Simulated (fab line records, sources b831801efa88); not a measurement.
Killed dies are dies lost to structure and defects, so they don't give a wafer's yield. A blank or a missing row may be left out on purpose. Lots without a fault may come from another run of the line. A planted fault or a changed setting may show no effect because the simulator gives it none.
A struck lot beside a sound one | flow sky130 | 14 steps out of a route of 708
Sound: wafers L497.1, L497.2, L497.5. Struck: wafers L499.2, L499.3, L499.6. The cause comes at the end.
At each step with rows: each side's tool, then ch and its chambers, then its first start. Under that, the readings that differ: sound wafers | struck wafers | difference of the means | sigmas: that difference in standard deviations of wafers without a fault.
alike: readings whose means differ by less than 2 such deviations, and words and numbers that are the same on both sides. not compared: withheld readings, readings that some wafer has no value for, bounds like >300 that may hide the same value, and numbers for which the record gives no deviation and whose values overlap.
The two part at a step that has a row with sigmas, a row that says differs or no value, or rows on one side only. Numbers that don't overlap but have no deviation are shown without sigmas and don't part them. A reading that every wafer of one side lacks parts them only if that side has two wafers or more.

first, 4 steps without rows for these wafers: SKY_LDD_HVN_SOFTBAKE_03 (time 60 s); SKY_LDD_HVN_EXPOSE_04 (exposes mask HVNTM, target cd 700 nm); SKY_LDD_HVN_PEB_05; SKY_LDD_HVN_DEVELOP_06 (develop time 60 s).
SKY_LDD_HVN_OVL_MEAS_07:
  sound on overlay-01, day 25 22:28; struck on overlay-02, day 26 16:27
  reading          | sound       | struck         | difference | sigmas
  LDD_HVN_OVL (nm) | 1.6 0.8 0.2 | -2.9 -4.0 -3.0 | -4.2       | -3
then, 1 step without rows for these wafers: SKY_LDD_HVN_IMPLANT_08.
SKY_LDD_HVN_STRIP_09: strips in O2/N2.
  sound on plasma_asher-04 ch 0,1, day 25 22:39; struck on plasma_asher-02 ch 0,1, day 26 16:38
  alike: drypump_motor_current_A, oes_product_au, strip_time_to_endpoint_s
  not compared: rf_hours_counter_h
SKY_LDD_HVN_TW_MEAS_10:
  sound on film_metro-04, day 25 22:45; struck on film_metro-04, day 26 16:44
  alike: LDD_HVN_TW
then, 4 steps without rows for these wafers: SKY_LDD_HVP_DEHYDRATE_00 (time 60 s); SKY_LDD_HVP_HMDS_01 (prime time 60 s); SKY_LDD_HVP_COAT_02 (resist thk 300 nm); SKY_LDD_HVP_SOFTBAKE_03 (time 60 s).
SKY_LDD_HVP_EXPOSE_04: exposes mask HVPTM, target cd 700 nm.
  sound on iline_stepper-01 ch 0, day 26 14:28; struck on iline_stepper-01, day 27 06:28
  no value came back on the struck wafers for exposure_dose_mJ_cm2, focus_offset_nm (nm), sigma_outer, stage_vel_mm_s (mm/s); on the sound wafers exposure_dose_mJ_cm2 reads 86.07 85.94 85.94
  alike: mask
then, 1 step without rows for these wafers: SKY_LDD_HVP_PEB_05.

WHERE THEY PART
First at SKY_LDD_HVN_OVL_MEAS_07; last, within this record, at SKY_LDD_HVP_EXPOSE_04.

WHY: what the simulator had put in
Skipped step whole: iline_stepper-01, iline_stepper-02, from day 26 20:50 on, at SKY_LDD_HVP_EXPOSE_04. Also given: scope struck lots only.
